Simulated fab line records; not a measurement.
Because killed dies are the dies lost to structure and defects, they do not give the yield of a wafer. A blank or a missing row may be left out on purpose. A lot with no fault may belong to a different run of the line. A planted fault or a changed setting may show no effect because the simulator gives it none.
Which of the tools did it?    flow gf180mcu    13 lots, 39 wafers sampled, at 5 steps of a route of 602

WHAT THE GAUGES SHOWED, per wafer
GF_M1_CD_MEAS_14: the cd target is 230 nm.
lot   measured      on        cdNm (nm)
L407  day 17 03:26  cdSem-01  227.5 227.5 228.0
L408  day 17 07:48  cdSem-02  230.9 232.3 229.9
L410  day 18 06:32  cdSem-01  230.3 230.6 231.4
L411  day 18 07:24  cdSem-02  229.0 227.3 229.8
L413  day 19 06:27  cdSem-02  227.4 227.1 226.7
L414  day 19 12:59  cdSem-01  230.9 230.4 230.6
L415  day 20 02:49  cdSem-02  230.0 230.4 229.5
L418  day 21 11:55  cdSem-01  230.3 230.0 230.4
L422  day 22 12:55  cdSem-02  230.7 230.3 230.7
L423  day 23 02:43  cdSem-01  230.6 229.6 230.4
L427  day 24 04:28  cdSem-01  229.1 229.0 228.2
L428  day 24 10:55  cdSem-01  230.1 228.6 229.2
L430  day 24 23:23  cdSem-01  228.8 229.6 229.4

GF_V1_CD_MEAS_14: the cd target is 260 nm.
lot   measured      on        cdNm (nm)
L407  day 18 04:29  cdSem-02  261.1 261.6 261.0
L408  day 18 09:01  cdSem-01  260.4 260.1 259.8
L410  day 19 07:08  cdSem-02  259.8 260.2 260.5
L411  day 19 08:16  cdSem-01  258.8 258.9 258.7
L413  day 20 07:28  cdSem-01  259.7 260.7 260.6
L414  day 20 13:34  cdSem-02  259.2 258.8 260.3
L415  day 21 04:23  cdSem-01  258.7 257.7 257.9
L418  day 22 11:55  cdSem-02  260.9 259.6 261.2
L422  day 23 12:59  cdSem-01  218.6 218.3 218.7
L423  day 24 02:25  cdSem-01  228.1 227.1 227.1
L427  day 25 04:16  cdSem-02  260.6 261.3 259.9
L428  day 25 09:56  cdSem-01  259.7 259.2 260.3
L430  day 25 22:17  cdSem-01  259.2 259.0 260.7

TOOL THAT RAN EACH LOT (tool first, then ch and the chambers of the sampled wafers, then the start)
lot   GF_M1_SPUTTER_00             GF_M1_SPUTTER_01             GF_V1_EXPOSE_11
L407  pvdSputter-04, day 16 04:15  pvdSputter-04, day 16 04:21  krfScanner-01 ch 0, day 17 16:43
L408  pvdSputter-04, day 16 08:42  pvdSputter-04, day 16 08:48  krfScanner-01 ch 0, day 17 21:38
L410  pvdSputter-02, day 17 06:47  pvdSputter-02, day 17 06:53  krfScanner-01 ch 0, day 18 19:31
L411  pvdSputter-01, day 17 07:44  pvdSputter-01, day 17 07:50  krfScanner-02 ch 0, day 18 20:44
L413  pvdSputter-02, day 18 07:11  pvdSputter-02, day 18 07:17  krfScanner-01 ch 0, day 19 19:59
L414  pvdSputter-02, day 18 13:13  pvdSputter-02, day 18 13:19  krfScanner-02 ch 0, day 20 02:40
L415  pvdSputter-02, day 19 03:13  pvdSputter-02, day 19 03:19  krfScanner-02 ch 0, day 20 16:11
L418  pvdSputter-01, day 20 11:57  pvdSputter-01, day 20 12:03  krfScanner-01 ch 0, day 22 01:04
L422  pvdSputter-02, day 21 13:32  pvdSputter-02, day 21 13:38  krfScanner-01 ch 0, day 23 01:52
L423  pvdSputter-02, day 22 03:14  pvdSputter-02, day 22 03:20  krfScanner-01 ch 0, day 23 15:17
L427  pvdSputter-04, day 23 05:36  pvdSputter-04, day 23 05:42  krfScanner-02 ch 0, day 24 17:14
L428  pvdSputter-04, day 23 12:58  pvdSputter-04, day 23 13:04  krfScanner-02 ch 0, day 24 23:22
L430  pvdSputter-02, day 24 00:27  pvdSputter-02, day 24 00:33  krfScanner-02 ch 0, day 25 12:07
- GF_M1_SPUTTER_00: material Ti, target thk 37.5 nm, time 150 s.
- GF_M1_SPUTTER_01: material TiN, target thk 30 nm, time 25 s.
- GF_V1_EXPOSE_11: exposes mask Via1, target cd 260 nm.

WHAT THE TOOLS THEMSELVES READ (means of the sampled wafers that have a number; where no wafer has one, the mark that the record gives instead)
GF_M1_SPUTTER_00.
lot   tool           throttleValvePct (%)
L407  pvdSputter-04  31.6
L408  pvdSputter-04  31.4
L410  pvdSputter-02  31.4
L411  pvdSputter-01  29.9
L413  pvdSputter-02  30.1
L414  pvdSputter-02  30.7
L415  pvdSputter-02  30.6
L418  pvdSputter-01  29.8
L422  pvdSputter-02  29.5
L423  pvdSputter-02  30.2
L427  pvdSputter-04  30.9
L428  pvdSputter-04  31.7
L430  pvdSputter-02  30.6

GF_M1_SPUTTER_01.
lot   tool           throttleValvePct (%)
L407  pvdSputter-04  31.7
L408  pvdSputter-04  31.1
L410  pvdSputter-02  31.3
L411  pvdSputter-01  29.9
L413  pvdSputter-02  30.2
L414  pvdSputter-02  30.4
L415  pvdSputter-02  30.6
L418  pvdSputter-01  29.9
L422  pvdSputter-02  29.5
L423  pvdSputter-02  30.1
L427  pvdSputter-04  30.8
L428  pvdSputter-04  31.5
L430  pvdSputter-02  30.7

GF_V1_EXPOSE_11.
lot   tool           exposureDoseMJCm2
L407  krfScanner-01  37.97
L408  krfScanner-01  38.00
L410  krfScanner-01  38.01
L411  krfScanner-02  38.01
L413  krfScanner-01  38.01
L414  krfScanner-02  37.99
L415  krfScanner-02  38.05
L418  krfScanner-01  37.99
L422  krfScanner-01  29.40
L423  krfScanner-01  31.16
L427  krfScanner-02  37.97
L428  krfScanner-02  37.91
L430  krfScanner-02  37.99

THE ANSWER, worked out from the rows above alone
Rule: the usual values come from the lots themselves. The widest of any qualifying gaps counts: lots, ordered by their means at a reading, are off when they make up no more than a third of the lots, leave a main group of 4 or more, and stand apart from it by 3 or more times the standard deviation of that group's means. A main group is skipped when, at the precision printed for the reading in the tables above, its means are all equal. Also off: a lot with no number at a reading for which 4 or more lots have one. The other lots that the step has rows for count as sound. The gauges are gone through in route order, then the tools' own readings, and for those a lot's mean is taken as printed above. The first step at which some lot is off is used, and at that step the reading that is off furthest; a lot without a number counts as furthest.
Off at GF_V1_CD_MEAS_14 (cdNm): L422, L423. The main group has a mean of 259.9 nm with a standard deviation of 0.84.
If a tool, at a process step before that reading, ran all the lots that are off and no sound lot after the first of them, it fits. Not tried: the gauges at GF_V1_CD_MEAS_14; whatever is off there is also off at GF_V1_EXPOSE_11, on other tools, and gauge error can't account for it. One fits: krfScanner-01 at GF_V1_EXPOSE_11. A fault onset in the window from L418 (day 22 01:04, its last sound lot) to L422 (day 23 01:52, its first lot off) fits.
On the lots that are off, the tool's own readings at GF_V1_EXPOSE_11 differ by more than 5 times the standard deviation of the sound lots' means, which bears it out; exposureDoseMJCm2 reads 30.28 there versus 37.99 on the sound lots.

WHAT THE SIMULATOR HAD INSERTED
Process parameters drifting: krfScanner-01 at GF_V1_EXPOSE_11, beginning at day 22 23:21. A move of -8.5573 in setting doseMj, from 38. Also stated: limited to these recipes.
Lots struck among those shown: L422, L423. This agrees with what the rule above found.
